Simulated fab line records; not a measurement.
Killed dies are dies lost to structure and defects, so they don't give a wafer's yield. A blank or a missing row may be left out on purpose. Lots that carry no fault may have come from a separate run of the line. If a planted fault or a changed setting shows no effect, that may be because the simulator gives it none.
Chamber matching + flow sky130 + rieDiel-02 running SKY_POLY_GATE_ETCH_16: 4 sister chambers
The step etches Si3N4 in CH3F/O2, stops on poly-Si, time 147.5 s, target depth 75 nm. 22 wafers are shown with their chamber, then 11 later ones without.

== WAFERS, EACH WITH ITS CHAMBER ==
| wafer  | chamber | drypumpMotorCurrentA (A) | ch3fFlowSccm (sccm) | throttleValvePct (%) |
|--------|---------|--------------------------|---------------------|----------------------|
| L074.2 | 1       | 6.0                      | 40.05               | 10.544               |
| L074.4 | 3       | 5.2                      | 40.19               | 10.535               |
| L074.5 | 1       | 6.0                      | 40.01               | 10.544               |
| L075.1 | 1       | 5.9                      | 40.07               | 10.536               |
| L075.4 | 2       | 5.6                      | 40.02               | 10.534               |
| L075.5 | 0       | 5.4                      | 40.05               | 10.539               |
| L076.3 | 3       | 5.2                      | 40.15               | 10.539               |
| L076.4 | 1       | 6.0                      | 40.00               | 10.532               |
| L076.6 | 0       | 5.3                      | 39.95               | 10.525               |
| L078.2 | 2       | 5.6                      | 40.00               | 10.513               |
| L078.3 | 0       | 5.3                      | 40.04               | 10.560               |
| L078.4 | 3       | 5.2                      | 39.89               | 10.543               |
| L084.1 | 1       | 6.0                      | 39.91               | 10.541               |
| L084.2 | 0       | 5.4                      | 40.10               | 10.529               |
| L084.6 | 1       | 5.9                      | 40.00               | 10.530               |
| L086.1 | 2       | 5.5                      | 40.22               | 10.534               |
| L086.2 | 1       | 5.9                      | 39.97               | 10.535               |
| L086.3 | 0       | 5.3                      | 39.83               | 10.526               |
| L086.4 | 1       | 5.9                      | 39.90               | 10.531               |
| L086.5 | 2       | 5.6                      | 40.10               | 10.545               |
| L086.6 | 0       | 5.3                      | 39.93               | 10.525               |
| L088.1 | 0       | 5.4                      | 40.02               | 10.542               |

SIGNATURES (means of the wafers above)
| reading              | chamber 0 | chamber 1 | chamber 2 | chamber 3 | scatter within a chamber |
|----------------------|-----------|-----------|-----------|-----------|--------------------------|
| drypumpMotorCurrentA | 5.343     | 5.950     | 5.575     | 5.200     | 0.0498                   |
| ch3fFlowSccm         | 39.9886   | 39.9887   | 40.0850   | 40.0767   | 0.0938                   |
| throttleValvePct     | 10.53514  | 10.53663  | 10.53150  | 10.53900  | 0.01                     |
Rule: distance of a wafer from a chamber = root of the sum over the readings of ((wafer's reading minus chamber's mean) / reading's scatter) squared. The wafer belongs to the nearest chamber; if the next one is less than 2 further off, it can't be placed. The scatter is the square root of a quotient: the sum, over the shown wafers, of each reading's squared deviation from its chamber's mean, divided by wafers minus chambers.

== WAFERS WITHOUT THEIR CHAMBER ==
| wafer  | drypumpMotorCurrentA (A) | ch3fFlowSccm (sccm) | throttleValvePct (%) |
|--------|--------------------------|---------------------|----------------------|
| L088.4 | 5.2                      | 39.87               | 10.547               |
| L088.5 | 6.0                      | 39.89               | 10.533               |
| L089.1 | 5.4                      | 39.75               | 10.538               |
| L089.5 | 5.2                      | 39.88               | 10.535               |
| L089.6 | 5.3                      | 39.86               | 10.529               |
| L090.2 | 5.4                      | 39.91               | 10.551               |
| L090.4 | 5.2                      | 39.95               | 10.529               |
| L090.6 | 5.2                      | 39.75               | 10.531               |
| L095.1 | 5.2                      | 40.00               | 10.543               |
| L095.4 | 5.9                      | 39.63               | 10.533               |
| L095.5 | 5.5                      | 39.96               | 10.538               |

== THE CHAMBER EACH PASSED THROUGH ==
| wafer  | from the rows above     | in truth |
|--------|-------------------------|----------|
| L088.4 | can't be placed: 3 or 0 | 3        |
| L088.5 | 1                       | 1        |
| L089.1 | 0                       | 0        |
| L089.5 | can't be placed: 3 or 0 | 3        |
| L089.6 | can't be placed: 0 or 3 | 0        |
| L090.2 | 0                       | 0        |
| L090.4 | can't be placed: 3 or 0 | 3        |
| L090.6 | can't be placed: 3 or 0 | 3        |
| L095.1 | 3                       | 3        |
| L095.4 | 1                       | 1        |
| L095.5 | can't be placed: 2 or 0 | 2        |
5 of 11 placed correctly. These rows do not allow placing 6 (true chamber among the candidates in 6). Number placed wrongly: 0.
